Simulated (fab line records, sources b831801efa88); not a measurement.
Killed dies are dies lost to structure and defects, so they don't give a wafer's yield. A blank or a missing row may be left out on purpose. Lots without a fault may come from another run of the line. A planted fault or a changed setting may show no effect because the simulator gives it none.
Which tool did it? | flow sky130 | 13 lots, 39 wafers sampled, at 5 steps of a route of 708

WHAT THE GAUGES READ, wafer by wafer
SKY_LDD_HVN_TW_MEAS_10.
lot  | measured     | on            | LDD_HVN_TW
L797 | day 21 06:46 | film_metro-02 | 1420 1412 1415
L798 | day 21 14:40 | film_metro-02 | 1417 1415 1411
L800 | day 22 08:37 | film_metro-04 | 1451 1451 1461
L801 | day 22 17:35 | film_metro-02 | 1410 1413 1417
L802 | day 22 20:53 | film_metro-01 | 1424 1418 1432
L803 | day 23 12:31 | film_metro-04 | 1455 1450 1454
L804 | day 23 14:31 | film_metro-04 | 1455 1455 1452
L806 | day 24 15:16 | film_metro-04 | 1461 1454 1455
L811 | day 26 13:01 | film_metro-01 | 1427 1440 1433
L814 | day 27 03:01 | film_metro-02 | 1411 1411 1405
L815 | day 27 12:03 | film_metro-04 | 1462 1458 1464
L817 | day 28 03:47 | film_metro-01 | 1435 1436 1438
L818 | day 28 09:52 | film_metro-02 | 1411 1410 1411

SKY_SD_P_CD_MEAS_07: target cd 380 nm.
lot  | measured     | on        | cd_nm (nm)
L797 | day 26 07:41 | cd_sem-02 | 376.5 376.7 378.1
L798 | day 26 15:55 | cd_sem-01 | 382.3 381.1 379.1
L800 | day 27 09:43 | cd_sem-01 | 381.2 382.8 381.1
L801 | day 27 17:56 | cd_sem-01 | 384.9 382.3 383.0
L802 | day 28 12:01 | cd_sem-01 | 379.3 379.4 379.7
L803 | day 28 10:14 | cd_sem-02 | 381.8 381.9 379.7
L804 | day 28 14:56 | cd_sem-02 | 377.1 375.5 375.4
L806 | day 29 12:49 | cd_sem-02 | 381.0 379.2 376.8
L811 | day 31 09:17 | cd_sem-02 | 376.6 375.1 376.7
L814 | day 31 23:55 | cd_sem-02 | 381.7 376.5 378.0
L815 | day 32 06:20 | cd_sem-02 | 380.0 381.8 381.6
L817 | day 32 20:31 | cd_sem-02 | 382.8 382.6 380.8
L818 | day 33 03:14 | cd_sem-01 | 380.7 378.6 382.0

SKY_LI_CONTACT_BOW_MEAS_03.
lot  | measured     | on            | LI_CONTACT_BOW (um)
L797 | day 28 18:45 | film_metro-04 | 50 44 59
L798 | day 29 02:25 | film_metro-01 | 51 60 49
L800 | day 29 20:28 | film_metro-02 | 59 51 44
L801 | day 30 04:37 | film_metro-02 | 57 49 42
L802 | day 30 22:00 | film_metro-04 | 60 54 47
L803 | day 30 20:23 | film_metro-02 | 49 50 35
L804 | day 31 02:21 | film_metro-01 | 49 56 43
L806 | day 31 22:36 | film_metro-01 | 54 58 51
L811 | day 33 17:29 | film_metro-02 | 51 50 58
L814 | day 34 08:15 | film_metro-02 | 60 62 61
L815 | day 34 13:28 | film_metro-01 | 59 62 47
L817 | day 35 03:08 | film_metro-02 | 50 68 61
L818 | day 35 10:11 | film_metro-04 | 64 53 57

SKY_LI_CONTACT_CD_MEAS_12: target cd 170 nm.
lot  | measured     | on        | cd_nm (nm)
L797 | day 29 22:49 | cd_sem-01 | 173.2 173.2 171.8
L798 | day 30 06:42 | cd_sem-02 | 173.3 170.8 170.0
L800 | day 31 01:19 | cd_sem-01 | 170.0 170.1 169.9
L801 | day 31 08:04 | cd_sem-02 | 171.0 171.0 170.1
L802 | day 32 01:20 | cd_sem-01 | 167.9 169.2 169.4
L803 | day 32 00:01 | cd_sem-01 | 172.1 170.4 170.4
L804 | day 32 06:10 | cd_sem-02 | 168.9 168.2 168.6
L806 | day 33 02:07 | cd_sem-01 | 138.3 136.7 137.1
L811 | day 34 19:58 | cd_sem-02 | 169.8 169.9 170.3
L814 | day 35 10:15 | cd_sem-02 | 171.8 170.6 171.6
L815 | day 35 15:19 | cd_sem-02 | 169.2 170.4 170.1
L817 | day 36 05:02 | cd_sem-01 | 171.5 171.3 172.2
L818 | day 36 12:43 | cd_sem-02 | 170.4 170.8 171.2

WHICH TOOL RAN EACH LOT (tool, then ch and the chambers of the sampled wafers, then the start)
lot  | SKY_LI_CONTACT_EXPOSE_09
L797 | krf_scanner-02 ch 0, day 29 09:06
L798 | krf_scanner-01 ch 0, day 29 17:08
L800 | krf_scanner-02 ch 0, day 30 11:04
L801 | krf_scanner-01 ch 0, day 30 18:33
L802 | krf_scanner-01 ch 0, day 31 11:43
L803 | krf_scanner-01 ch 0, day 31 10:15
L804 | krf_scanner-02 ch 0, day 31 16:36
L806 | krf_scanner-02 ch 0, day 32 12:29
L811 | krf_scanner-01 ch 0, day 34 06:58
L814 | krf_scanner-02 ch 0, day 34 21:10
L815 | krf_scanner-02 ch 0, day 35 02:15
L817 | krf_scanner-02 ch 0, day 35 16:34
L818 | krf_scanner-02 ch 0, day 35 23:48
- SKY_LI_CONTACT_EXPOSE_09: exposes mask LICM1, target cd 170 nm.

WHAT THE TOOLS THEMSELVES READ (means of the sampled wafers that have a number; where no wafer has one, the mark that the record gives instead)
SKY_LI_CONTACT_EXPOSE_09.
lot  | tool           | reticle_temp_C (C)
L797 | krf_scanner-02 | 22.93
L798 | krf_scanner-01 | 23.05
L800 | krf_scanner-02 | 23.12
L801 | krf_scanner-01 | 23.01
L802 | krf_scanner-01 | 22.91
L803 | krf_scanner-01 | 22.98
L804 | krf_scanner-02 | 22.97
L806 | krf_scanner-02 | 23.03
L811 | krf_scanner-01 | 23.07
L814 | krf_scanner-02 | 22.92
L815 | krf_scanner-02 | 22.99
L817 | krf_scanner-02 | 23.10
L818 | krf_scanner-02 | 23.09

THE ANSWER, worked out from the rows above alone
Rule: what is usual is taken from the lots themselves. Put in order of their means at a reading, lots are off if they are a third of the lots or fewer, leave a main group of 4 or more, and stand apart from it by a gap of 3 or more times the standard deviation of the main group's means; of several such gaps the widest counts. A main group whose means are all the same, to the digits that the tables above print for the reading, isn't used. A lot without any number at a reading at which 4 lots or more have one is off too. The other lots that the step has rows for count as sound. The gauges are gone through in route order, then the tools' own readings, and for those a lot's mean is taken as printed above. The first step at which some lot is off is used, and at that step the reading that is off furthest; a lot without a number counts as furthest.
Off: L806, at SKY_LI_CONTACT_CD_MEAS_12 (cd_nm). The main group: mean 170.6 nm, standard deviation 1.1.
A tool fits if, at a process step before that reading, it ran every lot that is off, and no sound lot after the first of them. The gauges at SKY_LI_CONTACT_CD_MEAS_12 are tried like those tools. None of those tried fits.

WHAT THE SIMULATOR HAD PUT IN
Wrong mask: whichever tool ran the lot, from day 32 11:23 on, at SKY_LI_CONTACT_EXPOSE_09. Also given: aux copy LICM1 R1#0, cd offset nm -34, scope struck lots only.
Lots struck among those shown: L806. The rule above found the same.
